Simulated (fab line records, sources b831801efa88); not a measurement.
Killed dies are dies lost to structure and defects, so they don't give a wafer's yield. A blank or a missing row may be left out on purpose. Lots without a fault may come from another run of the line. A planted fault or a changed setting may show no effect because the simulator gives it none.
Chamber matching | flow sky130 | SKY_METAL3_ETCH_17 on rie_diel-04: 4 sister chambers
The step etches SiO2 in C4F8/O2/Ar, stops on TiN, time 3.9 s, target depth 15 nm. 4 wafers are shown with their chamber, then 8 later ones without.

WAFERS WITH THEIR CHAMBER
wafer  | chamber | oes_product_au (a.u.)
L085.5 | 3       | 0.752
L088.1 | 1       | 0.756
L088.6 | 0       | 0.750
L089.1 | 2       | 0.744

WAFERS WITHOUT THEIR CHAMBER
wafer  | oes_product_au (a.u.)
L089.2 | 0.752
L089.4 | 0.763
L092.2 | 0.753
L092.3 | 0.753
L092.4 | 0.748
L095.2 | 0.743
L095.3 | 0.744
L095.5 | 0.757

WHICH CHAMBER EACH WENT THROUGH
wafer  | from the rows above          | in truth
L089.2 | can't be placed: 3 or 0 or 1 | 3
L089.4 | can't be placed: 1 or 3      | 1
L092.2 | can't be placed: 3 or 0 or 1 | 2
L092.3 | can't be placed: 3 or 0 or 1 | 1
L092.4 | can't be placed: 0 or 2 or 3 | 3
L095.2 | 2                            | 2
L095.3 | 2                            | 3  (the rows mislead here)
L095.5 | can't be placed: 1 or 3      | 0
Placed correctly: 1 of 8. Can't be placed from these rows: 6 (the true chamber is among the candidates in 4). Placed wrongly: 1.
How it was worked out, from the rows above alone: a wafer's distance from a chamber is the root of the sum, over the readings, of the square of ((its reading less the chamber's mean) divided by the reading's scatter). The wafer belongs to the nearest chamber; if the next one is less than 2 further off, it can't be placed. A chamber's mean is the mean of its shown wafers. The scatter: with one shown wafer a chamber, the root of the mean of the squares of how far each hidden wafer lies from its nearest shown one.
